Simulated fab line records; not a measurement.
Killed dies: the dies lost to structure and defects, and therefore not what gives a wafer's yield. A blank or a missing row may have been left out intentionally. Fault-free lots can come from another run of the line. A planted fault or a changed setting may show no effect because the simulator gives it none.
fab line records || flow sky130
[record] {"lots": 5, "wafers": 15, "lastDay": 48}
route steps=708 shown CAP2M@605 METAL4@621 VIA4@639 PAD_OPEN@708
lots with no fault: from the same line, run without faults
startH: hours from the record's opening day to when the first of the lot's shown wafers began || waitH: hours since the lot's step before || " the same as in the row above || L1.1+2: a single row standing in for several wafers || - either no value or no given start || * or withheld: withheld || < > ~ a bound
route shown NAME@n: names a module that has steps shown in the file, with the first one's number in the route || usual: mean/standard deviation of fault-free wafers || same: alike in all rows || chamber/n: place in a boat || sites: each site's reading || _std_site: their standard deviation || _edge_site: the outer-site mean with the inner-site mean subtracted || radiusMm: for every site, how far away it sits from the centre of the wafer || mask NAME#n: copy n || behind: the most recent tool/chamber to have shaped the wafer || hold: what put the lot on hold/how long, in hours/how the hold closed || device: which transistor (n, p or np) failed to switch || end of line: the tests these same wafers got at the end of their route || for a step that has no rows: nothing shown but its recipe || killed: dies lost to structure and defects at the first sort, not the wafer's yield || map: a wafer's dies, x killed, . not, _ none there
set.NAME: the setting the step ran with; set.NAME@STEP: the setting that earlier step ran with || model.NAME: the simulator's own value behind a step, which no gauge read
a table for each step, a row for each wafer; lots at some steps of the route
services: from which hour (startH, from the record's first day; less than 0 if before it) a tool's chamber was out of use, for how many hours, and why
[[steps]]
[step SKY_CAP2M_SPUTTER_02]
[recipe] {"material": "TiN", "targetThkNm": 200, "tempC": 300, "powerW": 6500, "timeS": 166.7, "chamberPressurePa": 0.4}
[step SKY_CAP2M_DEHYDRATE_05]
[recipe] {"tempC": 200, "timeS": 60}
[step SKY_CAP2M_HMDS_06]
[recipe] {"primeTimeS": 60, "primeTempC": 120}
[step SKY_CAP2M_COAT_07]
[recipe] {"resist": "NOVOLAK", "spinRpm": 3000, "resistThkNm": 1140}
[step SKY_CAP2M_SOFTBAKE_08]
[recipe] {"tempC": 90, "timeS": 60, "resist": "NOVOLAK"}
[step SKY_CAP2M_EXPOSE_09]
[recipe] {"maskId": "CAP2M", "na": 0.6, "sourceShape": "conventional", "sigmaOuter": 0.6, "polarization": "unpolarized", "targetCdNm": 1000, "doseMj": 159}
[step SKY_CAP2M_PEB_10]
[recipe] {"tempC": "withheld", "timeS": "*", "resist": "NOVOLAK"}
[step SKY_CAP2M_DEVELOP_11]
[recipe] {"resist": "NOVOLAK", "developer": "TMAH", "developTimeS": 60, "devTempC": 23}
[step SKY_CAP2M_METAL_ETCH_13]
[recipe] {"targetDepthNm": 220, "stopOn": "SiO2", "chemistry": "Cl2/BCl3", "target": "TiN", "pressureMtorr": 10, "icpW": 900, "biasW": 48.5, "Cl2_flow_sccm": 60, "bcl3FlowSccm": 30, "timeS": 62.9}
[usual] {"drypumpMotorCurrentA": "5.8/0.33", "oesProductAu": "0.940/0.0064", "throttleValvePct": "21.901/0.0097"}
{"lot.wafer": "L505.3", "tool": "rieMetal-04", "chamber": 1, "startH": 971.78, "waitH": 0.0, "drypumpMotorCurrentA": 5.2, "oesProductAu": 0.937, "rfHoursCounterH": "-", "throttleValvePct": 21.903}
{"lot.wafer": "L505.4", "tool": "rieMetal-04", "chamber": 0, "startH": 971.78, "waitH": 0.0, "drypumpMotorCurrentA": 5.1, "oesProductAu": 0.942, "rfHoursCounterH": "-", "throttleValvePct": 21.900}
{"lot.wafer": "L505.6", "tool": "rieMetal-04", "chamber": 1, "startH": 971.78, "waitH": 0.0, "drypumpMotorCurrentA": 5.3, "oesProductAu": 0.934, "rfHoursCounterH": "-", "throttleValvePct": 21.901}
{"lot.wafer": "L507.2", "tool": "rieMetal-01", "chamber": 0, "startH": 986.56, "waitH": 0.0, "drypumpMotorCurrentA": 6.1, "oesProductAu": 0.938, "rfHoursCounterH": 22, "throttleValvePct": 21.895}
{"lot.wafer": "L507.5", "tool": "rieMetal-01", "chamber": 1, "startH": 986.56, "waitH": 0.0, "drypumpMotorCurrentA": 6.0, "oesProductAu": 0.948, "rfHoursCounterH": "-", "throttleValvePct": 21.903}
{"lot.wafer": "L507.6", "tool": "rieMetal-01", "chamber": 0, "startH": 986.56, "waitH": 0.0, "drypumpMotorCurrentA": 6.0, "oesProductAu": 0.945, "rfHoursCounterH": "-", "throttleValvePct": 21.881}
{"lot.wafer": "L515.2", "tool": "rieMetal-01", "chamber": 1, "startH": 1036.54, "waitH": 0.0, "drypumpMotorCurrentA": 6.0, "oesProductAu": 0.939, "rfHoursCounterH": "-", "throttleValvePct": 21.927}
{"lot.wafer": "L515.4", "tool": "rieMetal-01", "chamber": 1, "startH": 1036.54, "waitH": 0.0, "drypumpMotorCurrentA": 5.9, "oesProductAu": 0.944, "rfHoursCounterH": "-", "throttleValvePct": 21.894}
{"lot.wafer": "L515.5", "tool": "rieMetal-01", "chamber": 1, "startH": 1036.54, "waitH": 0.0, "drypumpMotorCurrentA": 5.9, "oesProductAu": 0.937, "rfHoursCounterH": "-", "throttleValvePct": 21.902}
{"lot.wafer": "L517.2", "tool": "rieMetal-01", "chamber": 1, "startH": 1049.04, "waitH": 0.0, "drypumpMotorCurrentA": 6.0, "oesProductAu": 0.938, "rfHoursCounterH": "-", "throttleValvePct": 21.899}
{"lot.wafer": "L517.5", "tool": "rieMetal-01", "chamber": 1, "startH": 1049.04, "waitH": 0.0, "drypumpMotorCurrentA": 6.0, "oesProductAu": 0.934, "rfHoursCounterH": "-", "throttleValvePct": 21.910}
{"lot.wafer": "L517.6", "tool": "rieMetal-01", "chamber": 1, "startH": 1049.04, "waitH": 0.0, "drypumpMotorCurrentA": 5.9, "oesProductAu": 0.944, "rfHoursCounterH": "-", "throttleValvePct": 21.909}
{"lot.wafer": "L518.3", "tool": "rieMetal-01", "chamber": 1, "startH": 1056.77, "waitH": 0.1, "drypumpMotorCurrentA": 6.0, "oesProductAu": 0.933, "rfHoursCounterH": "-", "throttleValvePct": 21.894}
{"lot.wafer": "L518.4", "tool": "rieMetal-01", "chamber": 1, "startH": 1056.77, "waitH": 0.1, "drypumpMotorCurrentA": 6.0, "oesProductAu": 0.940, "rfHoursCounterH": "-", "throttleValvePct": 21.897}
{"lot.wafer": "L518.5", "tool": "rieMetal-01", "chamber": 1, "startH": 1056.77, "waitH": 0.1, "drypumpMotorCurrentA": 6.0, "oesProductAu": 0.937, "rfHoursCounterH": "-", "throttleValvePct": 21.901}
[step SKY_CAP2M_STRIP_14]
[recipe] {"chemistry": "O2/N2", "powerW": 1400, "pressureMtorr": 1500, "platenTempC": "withheld", "o2FlowSccm": 3000, "n2FlowSccm": 300, "overashFraction": 0.5}
[step SKY_CAP2M_STRIP_15]
[recipe] {"chemistry": "postEtchResidueRemover", "timeS": 1200, "tempC": 72.5}
[step SKY_CAP2M_CLEAN_16]
[recipe] {"chemistry": "IPA", "timeS": 180, "tempC": 25}
[step SKY_CAP2M_CLEAN_17]
[recipe] {"chemistry": "O3/DIW", "dry": "n2Spin"}
[step SKY_METAL4_DEHYDRATE_05]
[recipe] {"tempC": 200, "timeS": 60}
[step SKY_METAL4_HMDS_06]
[recipe] {"primeTimeS": 60, "primeTempC": 120}
[step SKY_METAL4_COAT_07]
[recipe] {"resist": "BARC", "tempC": "withheld", "timeS": "withheld", "spinRpm": 3000, "resistThkNm": 60}
[step SKY_METAL4_COAT_08]
[recipe] {"resist": "KrF-thick", "spinRpm": 3000, "resistThkNm": 1140}
[step SKY_METAL4_SOFTBAKE_09]
[recipe] {"tempC": 100, "timeS": 90, "resist": "KrF-thick"}
[step SKY_METAL4_EXPOSE_10]
[recipe] {"maskId": "MM4", "na": 0.68, "sourceShape": "annular", "sigmaInner": 0.4, "sigmaOuter": 0.8, "targetCdNm": 300, "doseMj": 28}
[step SKY_METAL4_PEB_11]
[recipe] {"pebTempC": "withheld", "pebTimeS": "withheld", "resist": "KrF-thick"}
[step SKY_METAL4_DEVELOP_12]
[recipe] {"developTimeS": 60, "resist": "KrF-thick", "devTempC": 21}
[step SKY_METAL4_DESCUM_15]
[recipe] {"chemistry": "O2", "sourcePowerW": 150, "biasPowerW": 0, "pressureMtorr": 10, "tempC": 40, "timeS": 8}
[step SKY_METAL4_ETCH_16]
[recipe] {"chemistry": "N2/H2", "target": "BARC", "ionEnergyEv": 200, "biasW": 100, "pressureMtorr": 30, "n2FlowSccm": 100, "h2FlowSccm": 200, "icpW": 500, "stopOn": "SiO2", "timeS": 88.2, "targetDepthA": 600}
[step SKY_METAL4_ETCH_17]
[recipe] {"target": "SiO2", "stopOn": "TiN", "chemistry": "C4F8/O2/Ar", "sourceW": 1500, "biasW": 1200, "pressureMtorr": 40, "c4f8FlowSccm": "withheld", "O2_flow_sccm": 6, "Ar_flow_sccm": 300, "timeS": 3.9, "targetDepthA": 150}
[step SKY_METAL4_METAL_ETCH_18]
[recipe] {"targetDepthA": 8450, "stopOn": "SiO2", "overEtchFrac": 0.3, "timeS": 183.1, "chemistry": "Cl2/BCl3", "resistSidewallDeg": 88, "pressureMtorr": 10, "icpW": 900, "biasW": 48.5, "Cl2_flow_sccm": 60, "bcl3FlowSccm": 30}
[step SKY_METAL4_STRIP_19]
[recipe] {"chemistry": "O2/N2", "powerW": 1400, "pressureMtorr": 1500, "platenTempC": "withheld", "o2FlowSccm": 3000, "n2FlowSccm": 300, "overashFraction": 0.5}
[step SKY_METAL4_STRIP_20]
[recipe] {"chemistry": "postEtchResidueRemover", "timeS": 1200, "tempC": 72.5}
[step SKY_METAL4_CLEAN_21]
[recipe] {"chemistry": "IPA", "timeS": 180, "tempC": 25}
[step SKY_METAL4_CLEAN_22]
[recipe] {"chemistry": "O3/DIW", "dry": "n2Spin"}
[step SKY_VIA4_HDPCVD_00]
[recipe] {"material": "SiO2", "targetThkNm": 1750, "sigmaOpenFrac": 0.3, "timeS": 291.7, "tempC": 400, "sih4FlowSccm": 60, "pressureMtorr": 6}
[step SKY_VIA4_CMP_02]
[recipe] {"material": "SiO2", "downForcePsi": 4, "platenRpm": 60, "padVelocityMS": 0.94248}
[step SKY_VIA4_DEHYDRATE_04]
[recipe] {"tempC": 200, "timeS": 60}
[step SKY_VIA4_HMDS_05]
[recipe] {"primeTimeS": 60, "primeTempC": 120}
[step SKY_VIA4_COAT_06]
[recipe] {"resist": "NOVOLAK", "spinRpm": 3000, "resistThkNm": 1140}
[step SKY_PAD_OPEN_PROBE_99]
[usual] {"defectLimitedYield": "82.4/2.2", "killed_at_M0_to_M3": "44/7.7", "killed_at_M4_up": "3.2/1.7", "killedAtContacts": "24/5.3", "killedAtFrontEnd": "15/4.3", "killedAtOther": "0.3/0.57", "killedDies": "87/11", "killedOpen": "47/7.4", "killedShort": "40/6.5", "sort_bin_3_pad_short": "0.8/0.4", "sort_bin_5_function": "10.5/1.6", "sort_bin_6_memory": "6.3/1.2", "sortNPass": "405/11", "sortYieldPct": "82.4/2.2"}
[same] {"grossDies": 492, "killedAtBackSide": 0, "sort_bin_4_leakage[%]": 0, "sort_bin_8_speed[%]": 0}
{"lot.wafer": "L505.3", "tool": "prober-02", "chamber": "-", "startH": 1090.83, "waitH": 0.2, "hold": "-", "defectLimitedYield[%]": 80.7, "killed_at_M0_to_M3": 54, "killed_at_M4_up": 3, "killedAtContacts": 19, "killedAtFrontEnd": 18, "killedAtOther": 1, "killedDies": 95, "killedOpen": 56, "killedShort": 39, "sort_bin_3_pad_short[%]": 1.2, "sort_bin_5_function[%]": 11.4, "sort_bin_6_memory[%]": 6.7, "sortNPass": 397, "sortYieldPct[%]": 80.7, "model.etest.tester.sortNPass": 397, "model.etest.tester.sortYieldPct": 80.69, "model.etest.tester.sort_bin_5_pct": 11.38, "model.etest.tester.sort_bin_3_pct": 1.22}
{"lot.wafer": "L505.4", "tool": "prober-02", "chamber": "-", "startH": 1090.88, "waitH": 0.2, "hold": "-", "defectLimitedYield[%]": 87.8, "killed_at_M0_to_M3": 33, "killed_at_M4_up": 1, "killedAtContacts": 15, "killedAtFrontEnd": 10, "killedAtOther": 1, "killedDies": 60, "killedOpen": 29, "killedShort": 31, "sort_bin_3_pad_short[%]": 0.6, "sort_bin_5_function[%]": 8.7, "sort_bin_6_memory[%]": 2.8, "sortNPass": 432, "sortYieldPct[%]": 87.8, "model.etest.tester.sortNPass": 432, "model.etest.tester.sortYieldPct": 87.8, "model.etest.tester.sort_bin_5_pct": 8.74, "model.etest.tester.sort_bin_3_pct": 0.6098}
{"lot.wafer": "L505.6", "tool": "prober-02", "chamber": "-", "startH": 1090.98, "waitH": 0.2, "hold": "-", "defectLimitedYield[%]": 83.5, "killed_at_M0_to_M3": 38, "killed_at_M4_up": 4, "killedAtContacts": 22, "killedAtFrontEnd": 17, "killedAtOther": 0, "killedDies": 81, "killedOpen": 40, "killedShort": 41, "sort_bin_3_pad_short[%]": 0.6, "sort_bin_5_function[%]": 10.2, "sort_bin_6_memory[%]": 5.7, "sortNPass": 411, "sortYieldPct[%]": 83.5, "model.etest.tester.sortNPass": 411, "model.etest.tester.sortYieldPct": 83.54, "model.etest.tester.sort_bin_5_pct": 10.16, "model.etest.tester.sort_bin_3_pct": 0.6098}
{"lot.wafer": "L507.2", "tool": "prober-02", "chamber": "-", "startH": 1102.65, "waitH": 0.1, "hold": "-", "defectLimitedYield[%]": 81.5, "killed_at_M0_to_M3": 50, "killed_at_M4_up": 5, "killedAtContacts": 23, "killedAtFrontEnd": 13, "killedAtOther": 0, "killedDies": 91, "killedOpen": 50, "killedShort": 41, "sort_bin_3_pad_short[%]": 0.6, "sort_bin_5_function[%]": 11.8, "sort_bin_6_memory[%]": 6.1, "sortNPass": 401, "sortYieldPct[%]": 81.5, "model.etest.tester.sortNPass": 401, "model.etest.tester.sortYieldPct": 81.5, "model.etest.tester.sort_bin_5_pct": 11.79, "model.etest.tester.sort_bin_3_pct": 0.6098}
{"lot.wafer": "L507.5", "tool": "prober-02", "chamber": "-", "startH": 1102.80, "waitH": 0.2, "hold": "-", "defectLimitedYield[%]": 81.5, "killed_at_M0_to_M3": 49, "killed_at_M4_up": 3, "killedAtContacts": 25, "killedAtFrontEnd": 14, "killedAtOther": 0, "killedDies": 91, "killedOpen": 46, "killedShort": 45, "sort_bin_3_pad_short[%]": 0.4, "sort_bin_5_function[%]": 13.0, "sort_bin_6_memory[%]": 5.1, "sortNPass": 401, "sortYieldPct[%]": 81.5, "model.etest.tester.sortNPass": 401, "model.etest.tester.sortYieldPct": 81.5, "model.etest.tester.sort_bin_5_pct": 13.01, "model.etest.tester.sort_bin_3_pct": 0.4065}
{"lot.wafer": "L507.6", "tool": "prober-02", "chamber": "-", "startH": 1102.85, "waitH": 0.2, "hold": "-", "defectLimitedYield[%]": 86.6, "killed_at_M0_to_M3": 37, "killed_at_M4_up": 3, "killedAtContacts": 19, "killedAtFrontEnd": 7, "killedAtOther": 0, "killedDies": 66, "killedOpen": 34, "killedShort": 32, "sort_bin_3_pad_short[%]": 0.4, "sort_bin_5_function[%]": 8.3, "sort_bin_6_memory[%]": 4.7, "sortNPass": 426, "sortYieldPct[%]": 86.6, "model.etest.tester.sortNPass": 426, "model.etest.tester.sortYieldPct": 86.59, "model.etest.tester.sort_bin_5_pct": 8.333, "model.etest.tester.sort_bin_3_pct": 0.4065}
{"lot.wafer": "L515.2", "tool": "prober-02", "chamber": "-", "startH": 1145.85, "waitH": 0.1, "hold": "awaitDispo/2.3h/release", "defectLimitedYield[%]": 73.0, "killed_at_M0_to_M3": 33, "killed_at_M4_up": 2, "killedAtContacts": 24, "killedAtFrontEnd": 14, "killedAtOther": 60, "killedDies": 133, "killedOpen": 45, "killedShort": 28, "sort_bin_3_pad_short[%]": 3.7, "sort_bin_5_function[%]": 18.5, "sort_bin_6_memory[%]": 4.9, "sortNPass": 359, "sortYieldPct[%]": 73.0, "model.etest.tester.sortNPass": 359, "model.etest.tester.sortYieldPct": 72.97, "model.etest.tester.sort_bin_5_pct": 18.5, "model.etest.tester.sort_bin_3_pct": 3.659}
{"lot.wafer": "L515.4", "tool": "prober-02", "chamber": "-", "startH": 1145.95, "waitH": 0.2, "hold": "awaitDispo/2.3h/release", "defectLimitedYield[%]": 72.4, "killed_at_M0_to_M3": 39, "killed_at_M4_up": 3, "killedAtContacts": 15, "killedAtFrontEnd": 14, "killedAtOther": 65, "killedDies": 136, "killedOpen": 31, "killedShort": 40, "sort_bin_3_pad_short[%]": 3.9, "sort_bin_5_function[%]": 19.5, "sort_bin_6_memory[%]": 4.3, "sortNPass": 356, "sortYieldPct[%]": 72.4, "model.etest.tester.sortNPass": 356, "model.etest.tester.sortYieldPct": 72.36, "model.etest.tester.sort_bin_5_pct": 19.51, "model.etest.tester.sort_bin_3_pct": 3.862}
{"lot.wafer": "L515.5", "tool": "prober-02", "chamber": "-", "startH": 1146.00, "waitH": 0.2, "hold": "awaitDispo/2.3h/release", "defectLimitedYield[%]": 70.5, "killed_at_M0_to_M3": 47, "killed_at_M4_up": 2, "killedAtContacts": 20, "killedAtFrontEnd": 16, "killedAtOther": 60, "killedDies": 145, "killedOpen": 35, "killedShort": 50, "sort_bin_3_pad_short[%]": 4.3, "sort_bin_5_function[%]": 18.1, "sort_bin_6_memory[%]": 7.1, "sortNPass": 347, "sortYieldPct[%]": 70.5, "model.etest.tester.sortNPass": 347, "model.etest.tester.sortYieldPct": 70.53, "model.etest.tester.sort_bin_5_pct": 18.09, "model.etest.tester.sort_bin_3_pct": 4.268}
{"lot.wafer": "L517.2", "tool": "prober-01", "chamber": "-", "startH": 1155.81, "waitH": 0.1, "hold": "awaitDispo/2.7h/release", "defectLimitedYield[%]": 73.0, "killed_at_M0_to_M3": 36, "killed_at_M4_up": 3, "killedAtContacts": 18, "killedAtFrontEnd": 15, "killedAtOther": 61, "killedDies": 133, "killedOpen": 44, "killedShort": 28, "sort_bin_3_pad_short[%]": 3.5, "sort_bin_5_function[%]": 17.3, "sort_bin_6_memory[%]": 6.3, "sortNPass": 359, "sortYieldPct[%]": 73.0, "model.etest.tester.sortNPass": 359, "model.etest.tester.sortYieldPct": 72.97, "model.etest.tester.sort_bin_5_pct": 17.28, "model.etest.tester.sort_bin_3_pct": 3.455}
{"lot.wafer": "L517.5", "tool": "prober-01", "chamber": "-", "startH": 1155.96, "waitH": 0.2, "hold": "awaitDispo/2.7h/release", "defectLimitedYield[%]": 70.9, "killed_at_M0_to_M3": 41, "killed_at_M4_up": 4, "killedAtContacts": 20, "killedAtFrontEnd": 14, "killedAtOther": 64, "killedDies": 143, "killedOpen": 44, "killedShort": 35, "sort_bin_3_pad_short[%]": 4.9, "sort_bin_5_function[%]": 18.3, "sort_bin_6_memory[%]": 5.9, "sortNPass": 349, "sortYieldPct[%]": 70.9, "model.etest.tester.sortNPass": 349, "model.etest.tester.sortYieldPct": 70.94, "model.etest.tester.sort_bin_5_pct": 18.29, "model.etest.tester.sort_bin_3_pct": 4.878}
{"lot.wafer": "L517.6", "tool": "prober-01", "chamber": "-", "startH": 1156.01, "waitH": 0.2, "hold": "awaitDispo/2.7h/release", "defectLimitedYield[%]": 70.3, "killed_at_M0_to_M3": 41, "killed_at_M4_up": 2, "killedAtContacts": 23, "killedAtFrontEnd": 22, "killedAtOther": 58, "killedDies": 146, "killedOpen": 46, "killedShort": 43, "sort_bin_3_pad_short[%]": 2.8, "sort_bin_5_function[%]": 19.3, "sort_bin_6_memory[%]": 7.5, "sortNPass": 346, "sortYieldPct[%]": 70.3, "model.etest.tester.sortNPass": 346, "model.etest.tester.sortYieldPct": 70.33, "model.etest.tester.sort_bin_5_pct": 19.31, "model.etest.tester.sort_bin_3_pct": 2.846}
{"lot.wafer": "L518.3", "tool": "prober-02", "chamber": "-", "startH": 1162.39, "waitH": 0.2, "hold": "awaitDispo/4.7h/release", "defectLimitedYield[%]": 72.8, "killed_at_M0_to_M3": 30, "killed_at_M4_up": 3, "killedAtContacts": 22, "killedAtFrontEnd": 14, "killedAtOther": 65, "killedDies": 134, "killedOpen": 36, "killedShort": 32, "sort_bin_3_pad_short[%]": 3.9, "sort_bin_5_function[%]": 17.1, "sort_bin_6_memory[%]": 6.3, "sortNPass": 358, "sortYieldPct[%]": 72.8, "model.etest.tester.sortNPass": 358, "model.etest.tester.sortYieldPct": 72.76, "model.etest.tester.sort_bin_5_pct": 17.07, "model.etest.tester.sort_bin_3_pct": 3.862}
{"lot.wafer": "L518.4", "tool": "prober-02", "chamber": "-", "startH": 1162.44, "waitH": 0.2, "hold": "awaitDispo/4.7h/release", "defectLimitedYield[%]": 72.6, "killed_at_M0_to_M3": 31, "killed_at_M4_up": 4, "killedAtContacts": 23, "killedAtFrontEnd": 16, "killedAtOther": 61, "killedDies": 135, "killedOpen": 43, "killedShort": 31, "sort_bin_3_pad_short[%]": 5.3, "sort_bin_5_function[%]": 15.7, "sort_bin_6_memory[%]": 6.5, "sortNPass": 357, "sortYieldPct[%]": 72.6, "model.etest.tester.sortNPass": 357, "model.etest.tester.sortYieldPct": 72.56, "model.etest.tester.sort_bin_5_pct": 15.65, "model.etest.tester.sort_bin_3_pct": 5.285}
{"lot.wafer": "L518.5", "tool": "prober-02", "chamber": "-", "startH": 1162.49, "waitH": 0.2, "hold": "awaitDispo/4.7h/release", "defectLimitedYield[%]": 71.7, "killed_at_M0_to_M3": 41, "killed_at_M4_up": 4, "killedAtContacts": 22, "killedAtFrontEnd": 15, "killedAtOther": 57, "killedDies": 139, "killedOpen": 50, "killedShort": 32, "sort_bin_3_pad_short[%]": 3.9, "sort_bin_5_function[%]": 18.1, "sort_bin_6_memory[%]": 6.3, "sortNPass": 353, "sortYieldPct[%]": 71.7, "model.etest.tester.sortNPass": 353, "model.etest.tester.sortYieldPct": 71.75, "model.etest.tester.sort_bin_5_pct": 18.09, "model.etest.tester.sort_bin_3_pct": 3.862}
// killed by level:class
L505.3 VIA2:geometricParticle:open=13 VIA1:geometricParticle:open=12 VIA3:geometricParticle:open=12 LI_CONTACT:geometricParticle:open=6 VIA3:geometricParticle:short=5 POLY_GATE:geometricParticle:short=4 POLY_GATE:geometricParticle:open=4 CONTACT:geometricParticle:short=4
L505.4 VIA1:geometricParticle:open=6 METAL2:geometricParticle:short=6 CONTACT:geometricParticle:open=5 LOCAL_INTERCONNECT:geometricParticle:short=4 METAL1:geometricParticle:short=4 VIA2:geometricParticle:open=4 VIA3:geometricParticle:short=4 VIA3:geometricParticle:open=4
L505.6 CONTACT:geometricParticle:open=9 VIA1:geometricParticle:open=9 FIELD_ISO:geometricParticle:short=7 POLY_GATE:geometricParticle:short=5 LI_CONTACT:geometricParticle:open=5 METAL2:geometricParticle:short=5 VIA3:geometricParticle:open=5 CONTACT:geometricParticle:short=4
L507.2 VIA1:geometricParticle:open=13 CONTACT:geometricParticle:open=12 VIA2:geometricParticle:open=8 VIA1:geometricParticle:short=7 METAL2:geometricParticle:short=6 FIELD_ISO:geometricParticle:short=5 VIA3:geometricParticle:short=5 FIELD_ISO:geometricParticle:open=4
L507.5 CONTACT:geometricParticle:open=15 VIA1:geometricParticle:open=10 VIA3:geometricParticle:open=9 FIELD_ISO:geometricParticle:short=6 METAL2:geometricParticle:short=6 LOCAL_INTERCONNECT:geometricParticle:short=5 VIA1:geometricParticle:short=5 VIA3:geometricParticle:short=5
L507.6 METAL2:geometricParticle:short=7 VIA2:geometricParticle:open=7 CONTACT:geometricParticle:open=6 VIA1:geometricParticle:open=5 LI_CONTACT:geometricParticle:open=4 LOCAL_INTERCONNECT:geometricParticle:short=4 VIA3:geometricParticle:open=4 POLY_GATE:geometricParticle:short=3
L515.2 CAP2M:unspecified=60 VIA1:geometricParticle:open=10 CONTACT:geometricParticle:open=9 VIA3:geometricParticle:open=6 FIELD_ISO:geometricParticle:open=5 LI_CONTACT:geometricParticle:open=5 LOCAL_INTERCONNECT:geometricParticle:short=5 VIA2:geometricParticle:open=5
L515.4 CAP2M:unspecified=65 VIA1:geometricParticle:short=8 VIA2:geometricParticle:open=7 CONTACT:geometricParticle:open=5 METAL1:geometricParticle:short=5 VIA2:geometricParticle:short=4 POLY_GATE:geometricParticle:short=4 LI_CONTACT:geometricParticle:open=4
L515.5 CAP2M:unspecified=60 VIA1:geometricParticle:open=12 METAL2:geometricParticle:short=9 CONTACT:geometricParticle:open=6 METAL1:geometricParticle:short=6 VIA3:geometricParticle:short=6 FIELD_ISO:geometricParticle:short=4 LI_CONTACT:geometricParticle:short=4
L517.2 CAP2M:unspecified=60 CONTACT:geometricParticle:open=11 POLY_GATE:geometricParticle:open=7 VIA1:geometricParticle:open=7 METAL2:geometricParticle:short=7 VIA3:geometricParticle:open=5 FIELD_ISO:geometricParticle:open=4 METAL1:geometricParticle:short=4
L517.5 CAP2M:unspecified=63 VIA1:geometricParticle:open=12 LI_CONTACT:geometricParticle:open=8 VIA3:geometricParticle:open=6 CONTACT:geometricParticle:open=6 FIELD_ISO:geometricParticle:open=4 FIELD_ISO:geometricParticle:short=4 VIA2:geometricParticle:short=4
L517.6 CAP2M:unspecified=57 VIA1:geometricParticle:open=13 CONTACT:geometricParticle:open=7 FIELD_ISO:geometricParticle:short=6 VIA1:geometricParticle:short=6 CONTACT:geometricParticle:short=5 VIA2:geometricParticle:open=4 FIELD_ISO:geometricParticle:open=4
L518.3 CAP2M:unspecified=65 CONTACT:geometricParticle:open=7 CONTACT:geometricParticle:short=6 LI_CONTACT:geometricParticle:open=5 VIA3:geometricParticle:open=5 VIA2:geometricParticle:open=5 VIA1:geometricParticle:open=5 FIELD_ISO:geometricParticle:short=4
L518.4 CAP2M:unspecified=61 CONTACT:geometricParticle:open=10 LI_CONTACT:geometricParticle:open=7 VIA3:geometricParticle:open=7 VIA1:geometricParticle:open=5 POLY_GATE:geometricParticle:short=4 SPACER:geometricParticle:open=4 METAL1:geometricParticle:short=4
L518.5 CAP2M:unspecified=57 VIA1:geometricParticle:open=11 CONTACT:geometricParticle:open=10 VIA3:geometricParticle:open=8 LI_CONTACT:geometricParticle:open=6 LI_CONTACT:geometricParticle:short=4 METAL1:geometricParticle:short=4 METAL2:geometricParticle:short=4
// map L515.5 (x killed, . not)
__________.....x.x.._________
________....x........._______
______..x.....x........._____
_____......x......x...x..____
____..xx....x.xxxx.xx...x.___
___....x..x.xxxxxxx.x......__
__.....x..xxxxxxxxxx.x.....x_
_..........xxxxxxxxxx.x....x.
_.....x.....xxxxxxxxx.......x
_x....x....xxxxxxxxxx.x.....x
_xx..x....x.xxxxxxx..xx..x...
_.xx.x....x...xxxxxx.....x...
_....x......x.x........x..x..
_.xxx.x...x....x..x........xx
_..xx...x....................
__x...........x..........x.._
___...xx.........x...x...x.__
____.....x...xx........x.x___
_____.x....x....x.x......____
______.................._____
________......x.....xx_______
__________..xx..x.xx_________
// map L517.6 (x killed, . not)
__________.xx......._________
________x.......xx...._______
______x...x............._____
_____..xx.xx.xx..x.......____
____.....x...xxx.x.....x..___
___.xx.x......xxxxx..x...x.__
__..x..x...xxxxxxxxxxx.x..xx_
_...x.x....xxxxxxxx.x.x......
_.x..x......xxxxxx.xxx.......
_x.....xx.xxxxxxxxxx.........
_...........xxxxxxxxxx..x.x..
_...........x..xxxx.x.......x
_....x.......x.x..xx.......xx
_x..x.xx..x....xx..x.........
_x.......xx........x........x
__..x....x...x......x......._
___..x..xx....xx...........__
____...x....x.....x...xx..___
_____..xx..x.......x....x____
______....x............._____
________.xx.....xx.x.._______
__________.........._________
[[services]]
{"tool": "rieMetal-01", "chamber": 1, "startH": 998.79, "hours": 8.6, "kind": "repair"}
{"tool": "rieMetal-01", "chamber": 0, "startH": 1005.77, "hours": 28.4, "kind": "repair"}
{"tool": "rieMetal-01", "chamber": 0, "startH": 1034.19, "hours": "-", "kind": "clean"}
{"tool": "rieMetal-01", "chamber": 0, "startH": 1034.19, "hours": 24.9, "kind": "scheduledDown"}
{"tool": "rieMetal-01", "chamber": 0, "startH": 1034.19, "hours": 24.9, "kind": "ventCycle"}
[[key]]
[firstSign] {"step": "SKY_PAD_OPEN_PROBE_99", "reading": "killedAtOther", "direction": "up", "sigmas": 61, "usual": 0.3, "struck": 61.2}
[effect] {"step": "SKY_PAD_OPEN_PROBE_99", "reading": "sort_bin_3_pad_short", "direction": "up", "sigmas": 7.8, "usual": 0.8, "struck": 4.0}
[modelEffect] {"step": "SKY_PAD_OPEN_PROBE_99", "value": "etest.tester.sortNPass", "without": 406.7, "struck": 353.8}
metAt SKY_CAP2M_METAL_ETCH_13
struckWafers L515.2,L515.4,L515.5,L517.2,L517.5,L517.6,L518.3,L518.4,L518.5
onsetBetween 986.56 1036.54
alsoFits time
[fault] {"kind": "chamberParticleSource", "tool": "rieMetal-01", "chamber": "-", "onsetH": 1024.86, "steps": "SKY_CAP2M_METAL_ETCH_13", "ratePerVisitCm2": 1.3253, "endH": 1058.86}
